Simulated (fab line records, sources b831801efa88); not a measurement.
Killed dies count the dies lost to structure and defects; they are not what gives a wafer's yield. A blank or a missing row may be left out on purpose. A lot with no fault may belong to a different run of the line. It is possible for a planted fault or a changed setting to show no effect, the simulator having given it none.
2 desks looking at one fault    flow gf180mcu    only its own numbers are on each desk; what lay behind them is given at the end

== METROLOGY DESK ==
Means of the sampled wafers that have a number, per lot and without regard to the tool the lot ran on: this is what the gauges read. If a lot's mean is further than 4 standard deviations from the usual mean, the lot is out of limits and carries the mark OUT (the distance appears in the brackets).
Columns: A = V4_W_RS at GF_V4_RS_MEAS_24, usual 0.326 ohm/sq; B = V4_W_THK at GF_V4_THK_MEAS_25, usual 357 nm
lot   first seen here  A      B
L723  day 26 22:22     0.323  359
L724  day 27 03:37     0.326  358
L729  day 28 09:44     0.330  351
L731  day 29 01:32     0.326  361
L733  day 29 16:30     0.321  360
L739  day 31 07:01     0.319  362
L740  day 31 12:35     0.325  359
This desk's finding: nothing out of limits on any of the 7 lots.

== DESK OF THE TOOL OWNER: pvd_sputter-01 ==
The tool's own readings at GF_MIM_SPUTTER_03 (material Ti, target thk 10 nm, time 6.7 s): means of the sampled wafers that have a number, for each lot that ran on this tool. If a lot's mean is further than 4 standard deviations from the usual mean, the lot is out of limits and carries the mark OUT (the distance appears in the brackets).
Columns: A = throttle_valve_pct at GF_MIM_SPUTTER_03, usual 29.8 %
lot   first seen here  A
L723  day 26 22:59     29.5
L729  day 28 10:22     29.9
L731  day 29 02:10     29.9
L733  day 29 17:07     29.5
This desk's finding: nothing out of limits on any of the 4 lots.

== PUT TOGETHER ==
From the metrology desk's view, nothing was out of limits.
The desk of the tool owner found nothing out of limits.

== WHAT THE SIMULATOR HAD PUT IN ==
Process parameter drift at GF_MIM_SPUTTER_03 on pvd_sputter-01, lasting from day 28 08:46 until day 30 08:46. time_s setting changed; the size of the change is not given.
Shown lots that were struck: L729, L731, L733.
